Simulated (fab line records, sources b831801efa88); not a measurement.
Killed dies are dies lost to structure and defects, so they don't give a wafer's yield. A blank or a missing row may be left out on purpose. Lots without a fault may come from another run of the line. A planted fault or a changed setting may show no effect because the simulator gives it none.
fab line records | flow sky130
record lots=5 wafers=15 last_day=52
route steps=708 shown FIELD_ISO@28 NWELL@32 DNWELL@35 PWDE@45
lots that met no fault: from a run of the same line without faults
start_h: hours from the record's first day to the start of the lot's first wafer shown | wait_h: hours since the lot's step before | " the same as in the row above | L1.1+2: a row that stands for several wafers | - no value, or no start given | * or withheld: withheld | < > ~ a bound
route shown NAME@n: a module of which the file shows steps, and the number in the route of the first | usual: mean/standard deviation of fault-free wafers | same: alike in all rows | chamber/n: place in a boat | sites: the reading at each site | _std_site: their standard deviation | _edge_site: outer sites' mean less inner sites' | radius_mm: how far each site lies from the wafer's centre | mask NAME#n: copy n | behind: the tool/chamber that last shaped the wafer | hold: why the lot was held/for how many hours/how that ended | device: the transistor (n, p or np) that didn't switch | end of line: the same wafers' tests at the end of the route | a step without rows: its recipe alone | killed: dies lost to structure and defects at the first sort, not the wafer's yield | map: a wafer's dies, x killed, . not, _ none there
set.NAME: the setting as run; set.NAME@STEP: as run at that earlier step | model.NAME: the simulator's own value behind a step, which no gauge read
lots at some steps of the route; a table a step, a row a wafer
services: from which hour (start_h, from the record's first day; less than 0 if before it) a tool's chamber was out of use, for how many hours, and why
## steps
# step SKY_FIELD_ISO_CMP_27
# recipe stop_on=Si3N4 t_overpolish_s=16 down_force_psi=4 platen_rpm=60 target_thk_nm=457.8 pad_velocity_m_s=0.94248
# usual motor_current_A=12.4/0.99 overpolish_run_s=16.000/0.0094 time_to_endpoint_s=112/7.2
# columns lot.wafer tool chamber start_h wait_h motor_current_A overpolish_run_s time_to_endpoint_s
L088.1 cmp-01 0 164.20 0.4 13.2 15.998 119
L088.3 " 1 " " 11.1 16.010 108
L088.6 " 2 " " 14.0 16.004 123
L091.1 cmp-02 0 173.41 0.2 11.4 16.010 112
L091.2 " 1 " " 12.5 15.995 114
L091.6 " 0 " " 11.3 16.004 112
L094.2 cmp-02 1 173.71 0.5 12.5 16.007 120
L094.4 " 3 " " 12.1 16.013 107
L094.6 " 0 " " 11.1 15.995 112
L096.3 cmp-01 1 175.69 0.0 10.4 15.979 110
L096.6 " 1 " " 11.1 16.007 109
L096.5 " 2 " " 13.3 15.995 123
L097.2 cmp-02 2 175.69 0.0 13.8 15.990 104
L097.5 " 2 " " 13.5 15.977 97
L097.6 " 3 " " 12.2 16.009 101
# step SKY_FIELD_ISO_WET_ETCH_28
# recipe chemistry=dHF target_depth_nm=23.7 target=SiO2 dilution=10:1 temp_c=25 time_s=47
# columns lot.wafer tool chamber start_h wait_h
L088.1+3+6 wet_bench-01 0 164.40 0.1
L091.1+2+6 wet_bench-01 0 173.66 0.2
L094.2+4+6 wet_bench-02 2 174.13 0.4
L096.3+5+6 wet_bench-02 1 175.99 0.2
L097.2+5+6 wet_bench-02 3 175.99 0.2
# step SKY_FIELD_ISO_WET_ETCH_29
# recipe chemistry=H3PO4 target_depth_nm=160 target=Si3N4 temp_c=160 time_s=1825
# columns lot.wafer tool chamber start_h wait_h
L088.1+3+6 wet_bench-02 0 164.42 0.0
L091.1+2+6 wet_bench-01 2 173.78 0.1
L094.2+4+6 wet_bench-02 0 174.17 0.0
L096.3+5+6 wet_bench-04 3 176.02 0.0
L097.2+5+6 wet_bench-04 2 176.02 0.0
# step SKY_FIELD_ISO_WET_ETCH_30
# recipe chemistry=dHF target_depth_nm=25 target=SiO2 dilution=10:1 temp_c=25 time_s=50
# columns lot.wafer tool chamber start_h wait_h
L088.1+3+6 wet_bench-04 0 164.99 0.0
L091.1+2+6 wet_bench-01 1 174.37 0.1
L094.2+4+6 wet_bench-04 2 174.74 0.1
L096.3+5+6 wet_bench-01 1 176.53 0.0
L097.2+5+6 wet_bench-01 1 176.53 0.0
# step SKY_NWELL_CLEAN_00
# recipe chemistry=SC1/SC2 mix=1:4:20 temp_c=70 time_s=150 dry=n2_spin
# columns lot.wafer tool chamber start_h wait_h
L088.1+3+6 wet_bench-02 1 165.01 0.0
L091.1+2+6 wet_bench-04 1 174.51 0.1
L094.2+4+6 wet_bench-04 3 174.81 0.1
L096.3+5+6 wet_bench-04 2 176.56 0.0
L097.2+5+6 wet_bench-04 0 176.56 0.0
# step SKY_NWELL_OXIDATION_01
# recipe temp_c=900 ambient=O2 stabilise_s=600 purge_s=300 target_thk_a=100 ox_time_s=1418
# columns lot.wafer tool chamber start_h wait_h
L088.1+3+6 furnace-02 0 168.98 3.9
L091.1+2+6 furnace-01 0 174.57 0.0
L094.2+4+6 furnace-02 0 175.69 0.8
L096.3+5+6 furnace-01 0 177.47 0.9
L097.2+5+6 furnace-01 0 177.47 0.9
# step SKY_NWELL_THK_MEAS_02
# recipe reads=SiO2_of_NWELL_OXIDATION_01
# usual NWELL_OXIDATION_THK=10.05/0.19
# columns lot.wafer tool chamber start_h wait_h NWELL_OXIDATION_THK[nm]
L088.1 film_metro-03 - 170.38 0.0 10.44
L088.3 " - " " 10.35
L088.6 " - " " 10.46
L091.1 film_metro-03 - 175.96 0.0 10.06
L091.2 " - " " 10.04
L091.6 " - " " 10.05
L094.2 film_metro-02 - 177.10 0.0 10.14
L094.4 " - " " 10.14
L094.6 " - " " 10.06
L097.2 film_metro-03 - 178.88 0.0 10.37
L097.5 " - " " 10.35
L097.6 " - " " 10.35
L096.3 film_metro-03 - 178.95 0.1 10.09
L096.5 " - " " 9.99
L096.6 " - " " 10.03
# step SKY_DNWELL_DEHYDRATE_00
# recipe temp_c=200 time_s=60
# usual chill_plate_temp_C=23.00/0.1 heater_power_total_W=160.36/0.11
# columns lot.wafer tool chamber start_h wait_h chill_plate_temp_C heater_power_total_W
L088.1 litho_track-01 0 175.75 5.4 23.00 160.37
L088.3 " 0 " " 23.06 160.29
L088.6 " 0 " " 23.21 160.35
L091.1 litho_track-03 0 183.87 7.9 22.98 160.21
L091.2 " 0 " " 22.98 160.36
L091.6 " 0 " " 23.01 160.41
L094.2 litho_track-01 0 184.97 7.9 23.05 160.53
L094.4 " 0 " " 23.02 160.29
L094.6 " 0 " " 22.99 160.14
L097.2 litho_track-01 0 187.72 8.8 23.03 160.15
L097.5 " 0 " " 23.09 160.22
L097.6 " 0 " " 23.10 160.37
L096.3 litho_track-01 0 188.40 9.4 22.97 160.36
L096.5 " 0 " " 22.89 160.25
L096.6 " 0 " " 23.07 160.28
# step SKY_DNWELL_HMDS_01
# recipe prime_time_s=60 prime_temp_c=120
# usual chill_plate_temp_C=23.01/0.096
# columns lot.wafer tool chamber start_h wait_h chill_plate_temp_C
L088.1 litho_track-01 0 175.90 0.1 23.06
L088.3 " 0 " " 22.97
L088.6 " 0 " " 23.10
L091.1 litho_track-03 0 184.02 0.1 23.10
L091.2 " 0 " " 23.00
L091.6 " 0 " " 23.08
L094.2 litho_track-01 0 185.12 0.1 22.97
L094.4 " 0 " " 22.85
L094.6 " 0 " " 22.99
L097.2 litho_track-01 0 187.87 0.1 22.96
L097.5 " 0 " " 23.08
L097.6 " 0 " " 22.95
L096.3 litho_track-01 0 188.55 0.1 22.97
L096.5 " 0 " " 23.11
L096.6 " 0 " " 23.04
# step SKY_DNWELL_COAT_02
# recipe spin_rpm=2000 resist_thk_nm=3000
# usual chill_plate_temp_C=22.98/0.11 dispense_pressure_kPa=50/6
# columns lot.wafer tool chamber start_h wait_h chill_plate_temp_C dispense_pressure_kPa
L088.1 litho_track-01 0 176.05 0.1 23.07 55
L088.3 " 0 " " 22.90 55
L088.6 " 0 " " 23.11 55
L091.1 litho_track-03 0 184.17 0.1 22.90 42
L091.2 " 0 " " 22.90 43
L091.6 " 0 " " 22.98 43
L094.2 litho_track-01 0 185.27 0.1 22.87 55
L094.4 " 0 " " 22.96 55
L094.6 " 0 " " 22.91 55
L097.2 litho_track-01 0 188.02 0.1 22.90 55
L097.5 " 0 " " 22.97 55
L097.6 " 0 " " 23.05 55
L096.3 litho_track-01 0 188.70 0.1 23.00 55
L096.5 " 0 " " 22.78 55
L096.6 " 0 " " 22.88 55
# step SKY_DNWELL_SOFTBAKE_03
# recipe temp_c=110 time_s=withheld
# usual chill_plate_temp_C=23.05/0.1 heater_power_total_W=65.33/0.14
# columns lot.wafer tool chamber start_h wait_h chill_plate_temp_C heater_power_total_W
L088.1 litho_track-01 0 176.20 0.1 23.00 65.31
L088.3 " 0 " " 23.03 65.32
L088.6 " 0 " " 23.06 65.45
L091.1 litho_track-03 0 184.32 0.1 23.20 65.36
L091.2 " 0 " " 23.09 65.22
L091.6 " 0 " " 23.06 65.56
L094.2 litho_track-01 0 185.43 0.1 22.99 65.33
L094.4 " 0 " " 23.04 65.15
L094.6 " 0 " " 23.06 65.18
L097.2 litho_track-01 0 188.18 0.1 23.19 65.33
L097.5 " 0 " " 23.05 65.47
L097.6 " 0 " " 23.10 65.16
L096.3 litho_track-01 0 188.86 0.1 22.86 65.34
L096.5 " 0 " " 22.97 65.26
L096.6 " 0 " " 22.79 65.49
# step SKY_DNWELL_EXPOSE_04
# recipe mask_id=DNM na=0.57 target_cd_nm=3000 dose_mj=222
# usual exposure_dose_mJ_cm2=221.98/0.2
# columns lot.wafer tool chamber start_h wait_h mask exposure_dose_mJ_cm2
L088.1 iline_stepper-02 0 - - DNM#0 222.12
L088.3 " 0 " " DNM#0 222.15
L088.6 " 0 " " DNM#0 221.98
L091.1 iline_stepper-02 0 - - DNM#0 222.02
L091.2 " 0 " " DNM#0 222.35
L091.6 " 0 " " DNM#0 222.10
L094.2 iline_stepper-01 0 - - DNM#0 221.98
L094.4 " 0 " " DNM#0 221.58
L094.6 " 0 " " DNM#0 222.15
L097.2 iline_stepper-02 0 - - DNM#0 221.99
L097.5 " 0 " " DNM#0 222.08
L097.6 " 0 " " DNM#0 221.99
L096.3 iline_stepper-01 0 - - DNM#0 222.07
L096.5 " 0 " " DNM#0 221.96
L096.6 " 0 " " DNM#0 221.97
# step SKY_DNWELL_PEB_05
# recipe temp_c=115 time_s=withheld
# usual chill_plate_temp_C=22.98/0.096 heater_power_total_W=69.36/0.13
# columns lot.wafer tool chamber start_h wait_h chill_plate_temp_C heater_power_total_W
L088.1 litho_track-03 0 - - 22.92 69.18
L088.3 " 0 " " 22.95 69.52
L088.6 " 0 " " 23.00 69.15
L091.1 litho_track-02 0 - - 22.91 69.32
L091.2 " 0 " " 23.09 69.50
L091.6 " 0 " " 23.07 69.44
L094.2 litho_track-01 0 - - 22.98 69.45
L094.4 " 0 " " 23.10 69.42
L094.6 " 0 " " 23.15 69.30
L097.2 litho_track-02 0 - - 22.95 69.35
L097.5 " 0 " " 22.92 69.41
L097.6 " 0 " " 22.88 69.29
L096.3 litho_track-02 0 - - 22.92 69.30
L096.5 " 0 " " 23.04 69.50
L096.6 " 0 " " 23.03 69.37
# step SKY_DNWELL_DEVELOP_06
# recipe wall_angle_deg=90 developer=TMAH develop_time_s=60 dev_temp_c=23
# usual chill_plate_temp_C=23.00/0.11
# columns lot.wafer tool chamber start_h wait_h chill_plate_temp_C
L088.1 litho_track-03 0 - - 23.14
L088.3 " 0 " " 23.14
L088.6 " 0 " " 23.13
L091.1 litho_track-02 0 - - 22.89
L091.2 " 0 " " 22.82
L091.6 " 0 " " 22.94
L094.2 litho_track-01 0 - - 22.89
L094.4 " 0 " " 22.83
L094.6 " 0 " " 22.90
L097.2 litho_track-02 0 - - 23.11
L097.5 " 0 " " 23.26
L097.6 " 0 " " 23.15
L096.3 litho_track-02 0 - - 22.84
L096.5 " 0 " " 23.08
L096.6 " 0 " " 22.86
# step SKY_DNWELL_IMPLANT_07
# recipe species=P energy_kev=withheld dose_cm2=withheld tilt_deg=withheld
# columns lot.wafer tool chamber start_h wait_h
L088.1+3+6 implanter-03 0 184.87 -
L091.1+2+6 implanter-01 0 195.95 -
L094.2+4+6 implanter-01 0 197.02 -
L097.2+5+6 implanter-03 0 199.27 -
L096.3+5+6 implanter-02 0 200.00 -
# step SKY_DNWELL_STRIP_08
# recipe chemistry=O2/N2 power_w=1400 pressure_mtorr=1500 platen_temp_c=withheld o2_flow_sccm=3000 n2_flow_sccm=300 overash_fraction=0.5
# usual drypump_motor_current_A=5.60/0.28 oes_product_au=0.722/0.0045 strip_time_to_endpoint_s=36.92/0.11
# columns lot.wafer tool chamber start_h wait_h drypump_motor_current_A oes_product_au rf_hours_counter_h strip_time_to_endpoint_s
L088.1 plasma_asher-03 1 185.02 0.1 5.17 0.719 33 36.93
L088.3 " 0 " " 5.47 0.714 - 36.76
L088.6 " 1 " " 5.14 0.712 - 36.99
L091.1 plasma_asher-03 1 196.10 0.1 5.12 0.725 34 36.76
L091.2 " 0 " " 5.45 0.720 34 36.82
L091.6 " 0 " " 5.44 0.720 - 36.68
L094.2 plasma_asher-03 0 197.15 0.1 5.47 0.723 34 36.86
L094.4 " 1 " " 5.15 0.723 - 36.94
L094.6 " 1 " " 5.14 0.715 - 36.95
L097.2 plasma_asher-02 1 199.40 0.1 5.76 0.722 50 36.92
L097.5 " 0 " " 5.79 0.715 - 36.82
L097.6 " 1 " " 5.77 0.721 - 36.87
L096.3 plasma_asher-03 0 200.13 0.1 5.45 0.720 - 36.88
L096.5 " 1 " " 5.15 0.728 - 36.98
L096.6 " 0 " " 5.46 0.725 - 36.97
# step SKY_DNWELL_TW_MEAS_09
# usual DNWELL_TW=1111/16
# columns lot.wafer tool chamber start_h wait_h DNWELL_TW
L088.1 film_metro-03 - 185.12 0.1 1110
L088.3 " - " " 1110
L088.6 " - " " 1111
L091.1 film_metro-01 - 196.20 0.1 1092
L091.2 " - " " 1092
L091.6 " - " " 1090
L094.2 film_metro-01 - 197.26 0.1 1101
L094.4 " - " " 1101
L094.6 " - " " 1101
L097.2 film_metro-01 - 199.51 0.1 1095
L097.5 " - " " 1092
L097.6 " - " " 1099
L096.3 film_metro-01 - 200.22 0.1 1098
L096.5 " - " " 1096
L096.6 " - " " 1099
# step SKY_PWDE_DEHYDRATE_00
# recipe temp_c=200 time_s=60
# usual chill_plate_temp_C=23.01/0.11 heater_power_total_W=160.36/0.14
# columns lot.wafer tool chamber start_h wait_h chill_plate_temp_C heater_power_total_W
L088.1 litho_track-04 0 195.82 10.7 23.12 160.31
L088.3 " 0 " " 23.08 160.53
L088.6 " 0 " " 23.19 160.19
L091.1 litho_track-03 0 205.92 9.7 23.09 160.62
L091.2 " 0 " " 23.20 160.35
L091.6 " 0 " " 23.00 160.17
L094.2 litho_track-03 0 207.20 9.9 23.02 160.43
L094.4 " 0 " " 22.77 160.27
L094.6 " 0 " " 22.94 160.25
L097.2 litho_track-01 0 209.77 10.3 22.98 160.61
L097.5 " 0 " " 23.06 160.33
L097.6 " 0 " " 23.05 160.48
L096.3 litho_track-01 0 210.75 10.5 22.96 160.55
L096.5 " 0 " " 22.92 160.36
L096.6 " 0 " " 22.98 160.35
# step SKY_PWDE_HMDS_01
# recipe prime_time_s=60 prime_temp_c=120
# usual chill_plate_temp_C=23.02/0.1
# columns lot.wafer tool chamber start_h wait_h chill_plate_temp_C
L088.1 litho_track-04 0 195.97 0.1 23.04
L088.3 " 0 " " 23.00
L088.6 " 0 " " 23.13
L091.1 litho_track-03 0 206.07 0.1 23.01
L091.2 " 0 " " 22.98
L091.6 " 0 " " 22.86
L094.2 litho_track-03 0 207.35 0.1 22.98
L094.4 " 0 " " 23.11
L094.6 " 0 " " 22.98
L097.2 litho_track-01 0 209.92 0.1 22.98
L097.5 " 0 " " 22.93
L097.6 " 0 " " 23.04
L096.3 litho_track-01 0 210.90 0.1 22.74
L096.5 " 0 " " 22.94
L096.6 " 0 " " 22.94
# step SKY_PWDE_COAT_02
# recipe spin_rpm=2000 resist_thk_nm=3000
# usual chill_plate_temp_C=22.97/0.09 dispense_pressure_kPa=50/5.9
# columns lot.wafer tool chamber start_h wait_h chill_plate_temp_C dispense_pressure_kPa
L088.1 litho_track-04 0 196.12 0.1 22.89 55
L088.3 " 0 " " 22.82 55
L088.6 " 0 " " 22.86 55
L091.1 litho_track-03 0 206.22 0.1 22.90 42
L091.2 " 0 " " 22.86 42
L091.6 " 0 " " 23.00 42
L094.2 litho_track-03 0 207.50 0.1 23.00 42
L094.4 " 0 " " 22.94 42
L094.6 " 0 " " 23.04 42
L097.2 litho_track-01 0 210.07 0.1 23.03 55
L097.5 " 0 " " 23.13 55
L097.6 " 0 " " 22.95 55
L096.3 litho_track-01 0 211.05 0.1 23.01 55
L096.5 " 0 " " 22.95 55
L096.6 " 0 " " 22.98 55
# step SKY_PWDE_SOFTBAKE_03
# recipe temp_c=110 time_s=withheld
# usual chill_plate_temp_C=23.01/0.11 heater_power_total_W=65.33/0.14
# columns lot.wafer tool chamber start_h wait_h chill_plate_temp_C heater_power_total_W
L088.1 litho_track-04 0 196.27 0.1 23.18 65.22
L088.3 " 0 " " 23.16 65.14
L088.6 " 0 " " 22.98 65.35
L091.1 litho_track-03 0 206.37 0.1 23.15 65.46
L091.2 " 0 " " 23.12 65.17
L091.6 " 0 " " 23.06 65.32
L094.2 litho_track-03 0 207.66 0.1 23.12 65.26
L094.4 " 0 " " 23.07 65.35
L094.6 " 0 " " 23.04 65.51
L097.2 litho_track-01 0 210.23 0.1 22.88 65.54
L097.5 " 0 " " 22.95 65.31
L097.6 " 0 " " 22.99 65.42
L096.3 litho_track-01 0 211.21 0.1 23.12 65.28
L096.5 " 0 " " 22.93 65.22
L096.6 " 0 " " 23.02 65.20
# step SKY_PWDE_EXPOSE_04
# recipe mask_id=PWDEM na=0.6 source_shape=conventional sigma_outer=0.6 polarization=unpolarized target_cd_nm=840 dose_mj=214
# usual exposure_dose_mJ_cm2=214.00/0.24
# columns lot.wafer tool chamber start_h wait_h mask exposure_dose_mJ_cm2
L088.1 iline_stepper-02 0 - - PWDEM#0 214.32
L088.3 " 0 " " PWDEM#0 214.27
L088.6 " 0 " " PWDEM#0 214.04
L091.1 iline_stepper-01 0 - - PWDEM#0 214.09
L091.2 " 0 " " PWDEM#0 214.11
L091.6 " 0 " " PWDEM#0 214.01
L094.2 iline_stepper-01 0 - - PWDEM#0 214.20
L094.4 " 0 " " PWDEM#0 214.38
L094.6 " 0 " " PWDEM#0 214.58
L097.2 iline_stepper-01 0 - - PWDEM#0 214.12
L097.5 " 0 " " PWDEM#0 214.21
L097.6 " 0 " " PWDEM#0 213.79
L096.3 iline_stepper-01 0 - - PWDEM#0 213.75
L096.5 " 0 " " PWDEM#0 213.88
L096.6 " 0 " " PWDEM#0 213.66
# step SKY_PWDE_PEB_05
# recipe temp_c=115 time_s=withheld
# usual chill_plate_temp_C=23.04/0.11 heater_power_total_W=69.34/0.13
# columns lot.wafer tool chamber start_h wait_h chill_plate_temp_C heater_power_total_W
L088.1 litho_track-04 0 - - 23.09 69.40
L088.3 " 0 " " 23.09 69.47
L088.6 " 0 " " 23.26 69.39
L091.1 litho_track-04 0 - - 23.07 69.58
L091.2 " 0 " " 23.09 69.21
L091.6 " 0 " " 23.01 69.30
L094.2 litho_track-03 0 - - 22.97 69.52
L094.4 " 0 " " 23.08 69.14
L094.6 " 0 " " 23.02 69.36
L097.2 litho_track-03 0 - - 23.00 69.51
L097.5 " 0 " " 22.88 69.46
L097.6 " 0 " " 22.85 69.49
L096.3 litho_track-03 0 - - 22.93 69.18
L096.5 " 0 " " 22.96 69.38
L096.6 " 0 " " 22.95 69.28
# step SKY_PWDE_DEVELOP_06
# recipe wall_angle_deg=90 developer=TMAH develop_time_s=60 dev_temp_c=23
# usual chill_plate_temp_C=22.97/0.1
# columns lot.wafer tool chamber start_h wait_h chill_plate_temp_C
L088.1 litho_track-04 0 - - 23.13
L088.3 " 0 " " 23.08
L088.6 " 0 " " 23.05
L091.1 litho_track-04 0 - - 22.91
L091.2 " 0 " " 23.00
L091.6 " 0 " " 23.05
L094.2 litho_track-03 0 - - 23.11
L094.4 " 0 " " 22.97
L094.6 " 0 " " 23.06
L097.2 litho_track-03 0 - - 23.01
L097.5 " 0 " " 22.89
L097.6 " 0 " " 23.02
L096.3 litho_track-03 0 - - 22.92
L096.5 " 0 " " 23.00
L096.6 " 0 " " 22.99
# step SKY_PWDE_OVL_MEAS_07
# usual PWDE_OVL=0.6/1.3
# columns lot.wafer tool chamber start_h wait_h PWDE_OVL[nm]
L088.1 overlay-02 - 206.87 - 1.7
L088.3 " - " " -1.3
L088.6 " - " " -1.2
L091.1 overlay-01 - 218.27 - 0.4
L091.2 " - " " -1.3
L091.6 " - " " -0.4
L094.2 overlay-02 - 219.23 - -0.6
L094.4 " - " " -0.6
L094.6 " - " " -0.3
L097.2 overlay-01 - 221.78 - 0.0
L097.5 " - " " -1.5
L097.6 " - " " -0.3
L096.3 overlay-01 - 222.49 - 2.1
L096.5 " - " " 1.2
L096.6 " - " " 0.3
# step SKY_PWDE_IMPLANT_08
# recipe species=B energy_kev=150 dose_cm2=3.6e+12 tilt_deg=withheld
# usual dose_ions_cm2=3.6e+12/4.1e+09
# columns lot.wafer tool chamber start_h wait_h dose_ions_cm2
L088.1 implanter-04 0 206.90 0.0 3.602e+12
L088.3 " 0 " " 3.597e+12
L088.6 " 0 " " 3.6e+12
L091.1 implanter-03 0 218.30 0.0 3.593e+12
L091.2 " 0 " " 3.589e+12
L091.6 " 0 " " 3.59e+12
L094.2 implanter-04 0 219.28 0.0 3.606e+12
L094.4 " 0 " " 3.602e+12
L094.6 " 0 " " 3.601e+12
L097.2 implanter-04 0 221.83 0.0 3.605e+12
L097.5 " 0 " " 3.593e+12
L097.6 " 0 " " 3.6e+12
L096.3 implanter-03 0 222.56 0.1 3.599e+12
L096.5 " 0 " " 3.599e+12
L096.6 " 0 " " 3.596e+12
# step SKY_PWDE_STRIP_09
# recipe chemistry=O2/N2 power_w=1400 pressure_mtorr=1500 platen_temp_c=withheld o2_flow_sccm=3000 n2_flow_sccm=300 overash_fraction=0.5
# usual drypump_motor_current_A=5.62/0.27 oes_product_au=0.723/0.0039 strip_time_to_endpoint_s=36.95/0.12
# columns lot.wafer tool chamber start_h wait_h drypump_motor_current_A oes_product_au rf_hours_counter_h strip_time_to_endpoint_s
L088.1 plasma_asher-03 1 207.05 0.1 5.17 0.716 36 36.94
L088.3 " 0 " " 5.45 0.725 - 36.87
L088.6 " 1 " " 5.16 0.719 - 36.87
L091.1 plasma_asher-04 1 218.45 0.1 5.83 0.722 8 37.08
L091.2 " 0 " " 5.80 0.719 8 37.14
L091.6 " 1 " " 5.73 0.728 - 37.07
L094.2 plasma_asher-03 1 219.41 0.1 5.16 0.725 37 37.00
L094.4 " 0 " " 5.45 0.721 - 36.90
L094.6 " 1 " " 5.17 0.718 - 36.79
L097.2 plasma_asher-03 0 221.96 0.1 5.44 0.729 38 36.92
L097.5 " 0 " " 5.44 0.719 - 36.93
L097.6 " 1 " " 5.17 0.718 - 36.94
L096.3 plasma_asher-04 1 222.69 0.1 5.82 0.724 - 37.00
L096.5 " 0 " " 5.82 0.720 - 37.03
L096.6 " 1 " " 5.79 0.724 - 37.03
# step SKY_PWDE_TW_MEAS_10
# usual PWDE_TW=372/4
# columns lot.wafer tool chamber start_h wait_h PWDE_TW
L088.1 film_metro-02 - 207.15 0.1 380
L088.3 " - " " 381
L088.6 " - " " 381
L091.1 film_metro-02 - 218.55 0.1 377
L091.2 " - " " 376
L091.6 " - " " 378
L094.2 film_metro-01 - 219.52 0.1 366
L094.4 " - " " 366
L094.6 " - " " 368
L097.2 film_metro-03 - 222.07 0.1 369
L097.5 " - " " 367
L097.6 " - " " 369
L096.3 film_metro-03 - 222.78 0.1 369
L096.5 " - " " 371
L096.6 " - " " 369
# step SKY_NWELL_DEHYDRATE_03
# recipe temp_c=200 time_s=60
# usual chill_plate_temp_C=23.00/0.1 heater_power_total_W=160.36/0.12
# columns lot.wafer tool chamber start_h wait_h chill_plate_temp_C heater_power_total_W
L088.1 litho_track-01 0 218.00 10.8 22.96 160.43
L088.3 " 0 " " 23.09 160.09
L088.6 " 0 " " 23.08 160.38
L091.1 litho_track-02 0 228.50 9.9 23.07 160.32
L091.2 " 0 " " 23.02 160.25
L091.6 " 0 " " 22.97 160.40
L094.2 litho_track-01 0 229.52 10.0 22.97 160.13
L094.4 " 0 " " 22.96 160.39
L094.6 " 0 " " 22.97 160.59
L097.2 litho_track-02 0 233.07 11.0 23.14 160.57
L097.5 " 0 " " 22.93 160.50
L097.6 " 0 " " 22.98 160.40
L096.3 litho_track-04 0 234.07 11.3 22.99 160.45
L096.5 " 0 " " 23.08 160.38
L096.6 " 0 " " 23.13 160.52
# step SKY_NWELL_HMDS_04
# recipe prime_time_s=60 prime_temp_c=120
# usual chill_plate_temp_C=22.99/0.12
# columns lot.wafer tool chamber start_h wait_h chill_plate_temp_C
L088.1 litho_track-01 0 218.15 0.1 23.01
L088.3 " 0 " " 23.04
L088.6 " 0 " " 23.02
L091.1 litho_track-02 0 228.65 0.1 23.04
L091.2 " 0 " " 23.12
L091.6 " 0 " " 22.99
L094.2 litho_track-01 0 229.67 0.1 23.01
L094.4 " 0 " " 22.87
L094.6 " 0 " " 22.95
L097.2 litho_track-02 0 233.22 0.1 22.86
L097.5 " 0 " " 23.03
L097.6 " 0 " " 22.89
L096.3 litho_track-04 0 234.22 0.1 23.02
L096.5 " 0 " " 22.99
L096.6 " 0 " " 22.89
# step SKY_NWELL_COAT_05
# recipe spin_rpm=2000 resist_thk_nm=3000
# usual chill_plate_temp_C=23.00/0.099 dispense_pressure_kPa=54.9/0.36
# columns lot.wafer tool chamber start_h wait_h chill_plate_temp_C dispense_pressure_kPa
L088.1 litho_track-01 0 218.30 0.1 23.08 54.6
L088.3 " 0 " " 23.08 54.6
L088.6 " 0 " " 23.12 54.6
L091.1 litho_track-02 0 228.80 0.1 23.10 55.5
L091.2 " 0 " " 23.03 55.5
L091.6 " 0 " " 22.98 55.5
L094.2 litho_track-01 0 229.82 0.1 23.10 54.7
L094.4 " 0 " " 23.24 54.7
L094.6 " 0 " " 23.20 54.7
L097.2 litho_track-02 0 233.37 0.1 23.04 55.5
L097.5 " 0 " " 23.01 55.5
L097.6 " 0 " " 22.96 55.4
L096.3 litho_track-04 0 234.37 0.1 22.89 54.6
L096.5 " 0 " " 23.05 54.6
L096.6 " 0 " " 22.99 54.6
# step SKY_NWELL_SOFTBAKE_06
# recipe temp_c=110 time_s=withheld
# usual chill_plate_temp_C=23.01/0.095 heater_power_total_W=65.32/0.13
# columns lot.wafer tool chamber start_h wait_h chill_plate_temp_C heater_power_total_W
L088.1 litho_track-01 0 218.45 0.1 22.86 65.39
L088.3 " 0 " " 23.03 65.54
L088.6 " 0 " " 22.97 65.47
L091.1 litho_track-02 0 228.95 0.1 23.05 65.11
L091.2 " 0 " " 22.98 65.23
L091.6 " 0 " " 22.87 65.41
L094.2 litho_track-01 0 229.98 0.1 23.06 65.32
L094.4 " 0 " " 22.95 65.41
L094.6 " 0 " " 22.75 65.45
L097.2 litho_track-02 0 233.53 0.1 23.08 65.39
L097.5 " 0 " " 22.99 65.48
L097.6 " 0 " " 23.01 65.37
L096.3 litho_track-04 0 234.54 0.1 22.92 65.30
L096.5 " 0 " " 23.02 65.49
L096.6 " 0 " " 22.96 65.18
# step SKY_NWELL_EXPOSE_07
# recipe mask_id=NWM na=0.6 source_shape=conventional sigma_outer=0.6 polarization=unpolarized target_cd_nm=840 dose_mj=255
# usual exposure_dose_mJ_cm2=255.01/0.21
# columns lot.wafer tool chamber start_h wait_h mask exposure_dose_mJ_cm2
L088.1 iline_stepper-02 0 - - NWM#0 255.04
L088.3 " 0 " " NWM#0 255.00
L088.6 " 0 " " NWM#0 255.02
L091.1 iline_stepper-02 0 - - NWM#0 254.77
L091.2 " 0 " " NWM#0 254.67
L091.6 " 0 " " NWM#0 254.42
L094.2 iline_stepper-02 0 - - NWM#0 255.50
L094.4 " 0 " " NWM#0 255.20
L094.6 " 0 " " NWM#0 254.60
L097.2 iline_stepper-01 0 - - NWM#0 255.14
L097.5 " 0 " " NWM#0 255.07
L097.6 " 0 " " NWM#0 255.07
L096.3 iline_stepper-02 0 - - NWM#0 254.90
L096.5 " 0 " " NWM#0 254.83
L096.6 " 0 " " NWM#0 255.12
# step SKY_NWELL_PEB_08
# recipe temp_c=115 time_s=withheld
# usual chill_plate_temp_C=23.02/0.092 heater_power_total_W=69.34/0.13
# columns lot.wafer tool chamber start_h wait_h chill_plate_temp_C heater_power_total_W
L088.1 litho_track-04 0 - - 22.93 69.52
L088.3 " 0 " " 22.92 69.35
L088.6 " 0 " " 22.80 69.20
L091.1 litho_track-04 0 - - 22.96 69.28
L091.2 " 0 " " 23.02 69.17
L091.6 " 0 " " 23.12 69.28
L094.2 litho_track-04 0 - - 22.93 69.48
L094.4 " 0 " " 23.11 69.40
L094.6 " 0 " " 22.94 69.42
L097.2 litho_track-04 0 - - 23.01 69.16
L097.5 " 0 " " 22.95 69.54
L097.6 " 0 " " 22.89 69.48
L096.3 litho_track-02 0 - - 22.91 69.19
L096.5 " 0 " " 23.06 69.47
L096.6 " 0 " " 22.92 69.51
## services
# columns tool chamber start_h hours kind
cmp-01 - 147.41 3.7 repair
implanter-02 - 152.70 0.6 repair
cmp-02 - 153.02 5.8 pm
implanter-02 - 160.04 4.1 repair
implanter-02 - 160.86 2.7 repair
implanter-02 - 169.20 3.2 repair
iline_stepper-02 - 177.27 1.7 pm
iline_stepper-02 0 183.34 - calibration
furnace-02 - 183.60 3.5 pm
plasma_asher-02 - 184.67 1.7 repair
implanter-03 - 189.15 3.0 pm
implanter-01 - 197.64 49.4 pm
iline_stepper-02 - 209.58 7.6 repair
wet_bench-04 - 210.11 4.5 repair
iline_stepper-02 - 214.06 2.8 repair
cmp-02 - 221.84 3.0 repair
cmp-02 - 222.56 0.8 repair
implanter-03 - 226.68 2.6 repair
plasma_asher-04 - 231.20 1.4 repair
cmp-01 - 232.00 4.0 pm
implanter-02 - 234.87 0.5 repair
cmp-01 - 236.00 - consumable_replace:conditioner
cmp-01 - 236.00 - consumable_replace:pad
cmp-02 - 239.04 5.0 pm
## key
fault none
